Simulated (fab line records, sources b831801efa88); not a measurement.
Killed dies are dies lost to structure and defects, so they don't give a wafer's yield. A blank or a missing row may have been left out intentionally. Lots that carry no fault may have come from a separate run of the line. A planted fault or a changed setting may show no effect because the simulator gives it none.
A lot that was struck, set against a sound lot / flow sky130 / 19 steps out of a route of 708
Sound: these wafers, L381.1, L381.2, L381.4. Struck: wafer L398.6 (L398.2, L398.5, from the same lot, were not struck and are left out); the cause is given at the end.
Per side, at each step with rows, come the tool, then ch with its chambers, and then its first start. Under that, the readings that differ: sound wafers / struck wafers / difference of the means / sigmas: that difference in standard deviations of wafers without a fault.
alike: words and numbers the same on both sides, and readings whose means are apart by under 2 such deviations; not compared: readings that were withheld, readings missing a value for some wafer, numbers with overlapping values and no deviation given by the record, and bounds like >300 which may hide the same value.
Wherever a step has rows on one side only, a row that says differs or no value, or a row with sigmas, the two part there. Numbers that have no deviation but don't overlap get no sigmas and don't part them. Lack of a reading on every wafer of one side parts them only where that side has two or more wafers.

SKY_CONTACT_ETCH_18: etches Si3N4 in CHF3/O2, stops on TiN, time 39 s, target depth 75 nm.
  sound on rie-diel-04 ch 0,1,2; struck on rie-diel-01 ch 1
  alike: drypump-motor-current-A, oes-product-au, throttle-valve-pct
  not compared: rf-hours-counter-h
then, 5 steps without rows for these wafers: SKY_CONTACT_STRIP_19 (strips in O2/N2); SKY_CONTACT_STRIP_20 (strips in post etch residue remover, time 1200 s); SKY_CONTACT_CLEAN_21 (cleans in IPA, time 180 s); SKY_CONTACT_CLEAN_22 (cleans in O3/DIW); SKY_CONTACT_SPUTTER_23 (material TiN, target thk 20 nm, time 80 s).
SKY_CONTACT_CVD_24: deposits W, target thk 340 nm, time 102.12 s.
  sound on cvd-w-01 ch 0,1, day 33 07:30; struck on cvd-w-02 ch 0, day 37 15:40
  alike: heater-power-w
SKY_CONTACT_RS_MEAS_25: uses a four-point probe to measure.
  sound on film-metro-03 at day 33 07:37; struck on film-metro-03 at day 37 15:47
  alike: CONTACT_W_RS
SKY_CONTACT_THK_MEAS_26: measures by xrf.
  sound on film-metro-03 at day 33 07:44; struck on film-metro-03 at day 37 15:54
  alike: CONTACT_W_THK
SKY_CONTACT_CMP_27: polishes, stops on SiO2, t overpolish 15 s, target thk 0 nm.
  sound on cmp-02 ch 0,1,3, day 33 07:47; struck on cmp-01 ch 2, day 37 16:00
  alike: edge-zone-pressure-frac, motor-current-A, overpolish-run-s, time-to-endpoint-s
then, 2 steps without rows for these wafers: SKY_METAL1_SPUTTER_00 (material Ti, target thk 15 nm, time 10 s); SKY_METAL1_SPUTTER_01 (material TiN, target thk 20 nm, time 16.7 s).
SKY_METAL1_SPUTTER_02: material AlCu, target thk 250 nm, time 13.3 s.
  sound on pvd-sputter-04 at day 33 08:08; struck on pvd-sputter-04 at day 37 16:18
reading=model.AlCu_of_METAL1_SPUTTER_02.thk-nm (nm); sound=251.5 252.1 250.7; struck=236.5; difference=-14.9; sigmas=
  alike: throttle-valve-pct
then, 1 step without rows for these wafers: SKY_METAL1_SPUTTER_03 (material Ti, target thk 5 nm, time 3.3 s).
SKY_METAL1_SPUTTER_04: material TiN, target thk 70 nm, time 58.3 s.
  sound on pvd-sputter-04 at day 33 08:11; struck on pvd-sputter-04 at day 37 16:20
  alike: throttle-valve-pct
SKY_METAL1_RS_MEAS_05: uses a four-point probe to measure.
  sound on film-metro-03 at day 33 08:14; struck on film-metro-03 at day 37 16:25
reading=METAL1_ALCU_RS (ohm/sq); sound=0.1255 0.1251 0.1259; struck=0.1341; difference=+0.0086; sigmas=+5
SKY_METAL1_THK_MEAS_06: measures by xrf.
  sound on film-metro-03 at day 33 08:21; struck on film-metro-03 at day 37 16:31
reading=METAL1_ALCU_THK (nm); sound=247 251 247; struck=234; difference=-14; sigmas=-4
SKY_METAL1_DEHYDRATE_07: time 62.18 s.
  sound on litho-track-03 ch 0, day 33 21:06; struck on litho-track-03 ch 0, day 38 04:40
  alike: chill-plate-temp-C, plate-sensor-t-centre-C, plate-sensor-t-edge-C
SKY_PAD_OPEN_PROBE_99:
  rows exist in the record for the sound wafers here (prober-01, day 47 01:56), none for the struck ones

## WHERE THEY PART
First at SKY_METAL1_RS_MEAS_05; last, within this record, at SKY_PAD_OPEN_PROBE_99.

WHY: whatever the simulator had introduced
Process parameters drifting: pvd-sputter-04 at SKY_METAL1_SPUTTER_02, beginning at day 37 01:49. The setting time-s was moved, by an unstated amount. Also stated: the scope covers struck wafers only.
